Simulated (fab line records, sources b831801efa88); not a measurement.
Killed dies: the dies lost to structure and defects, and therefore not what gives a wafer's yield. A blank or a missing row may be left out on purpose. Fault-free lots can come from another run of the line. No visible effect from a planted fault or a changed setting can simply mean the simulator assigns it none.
What tool caused it? ; flow gf180mcu ; 24 lots, 72 wafers sampled, at 1 step of a route of 602

WHAT EACH GAUGE READ, for each wafer
GF_STI_CD_MEAS_12: target cd 220 nm.
lot;measured;on;cd-nm (nm)
L074;day 2 01:10;cd-sem-02;219.0 217.9 218.6
L075;day 2 06:59;cd-sem-01;221.9 221.8 222.3
L076;day 2 11:22;cd-sem-02;221.2 221.7 221.3
L077;day 2 17:31;cd-sem-02;219.4 220.0 221.5
L078;day 2 21:54;cd-sem-01;217.9 218.3 219.8
L079;day 3 03:37;cd-sem-01;221.7 220.4 220.9
L080;day 3 10:13;cd-sem-01;220.5 220.8 220.1
L081;day 3 15:58;cd-sem-01;218.4 218.8 218.3
L082;day 3 20:35;cd-sem-01;220.6 220.5 221.1
L083;day 4 00:46;cd-sem-02;219.5 219.6 220.1
L084;day 4 04:29;cd-sem-01;218.7 220.8 220.4
L085;day 4 11:47;cd-sem-02;219.3 220.0 218.9
L086;day 4 16:19;cd-sem-01;218.7 218.2 217.7
L087;day 4 19:37;cd-sem-02;220.8 218.9 219.6
L088;day 5 01:02;cd-sem-02;221.2 219.9 220.6
L089;day 5 07:52;cd-sem-02;219.6 220.4 219.3
L090;day 5 11:28;cd-sem-02;219.0 220.8 220.1
L091;day 5 17:25;cd-sem-02;221.1 219.0 219.1
L092;day 5 23:37;cd-sem-01;218.7 219.5 216.8
L093;day 6 02:29;cd-sem-02;221.6 221.1 220.8
L094;day 6 08:41;cd-sem-02;221.1 219.1 219.4
L095;day 6 13:26;cd-sem-01;220.6 220.3 220.1
L096;day 6 18:19;cd-sem-01;219.4 221.1 220.7
L097;day 7 00:12;cd-sem-01;220.4 219.8 220.7

WHAT TOOL EACH LOT RAN ON (gives the tool, then ch and the chambers of the sampled wafers, and finally the start)
The record holds no process step before these readings.

AS READ BY THE TOOLS THEMSELVES (means over the sampled wafers that have a number; for cases with no such wafer, the mark the record gives instead)
The record holds no such reading with a usual standard deviation.

THE ANSWER, worked out from the rows above alone
Rule: usual is defined by the lots themselves. The widest of any qualifying gaps counts: lots, ordered by their means at a reading, are off when they make up no more than a third of the lots, leave a main group of 4 or more, and stand apart from it by 3 or more times the standard deviation of that group's means. A main group is skipped when, at the precision printed for the reading in the tables above, its means are all equal. A lot without any number at a reading at which 4 lots or more have one is off too. All remaining lots with rows at the step are treated as sound. First the gauges in route order, then the tools' own readings, where a lot's mean is used as printed above. The first step at which some lot is off is used, and at that step the reading that is off furthest; a lot without a number counts as furthest.
Nothing can be told from this: no lot is off at any reading shown.

WHAT THE SIMULATOR HAD PUT IN
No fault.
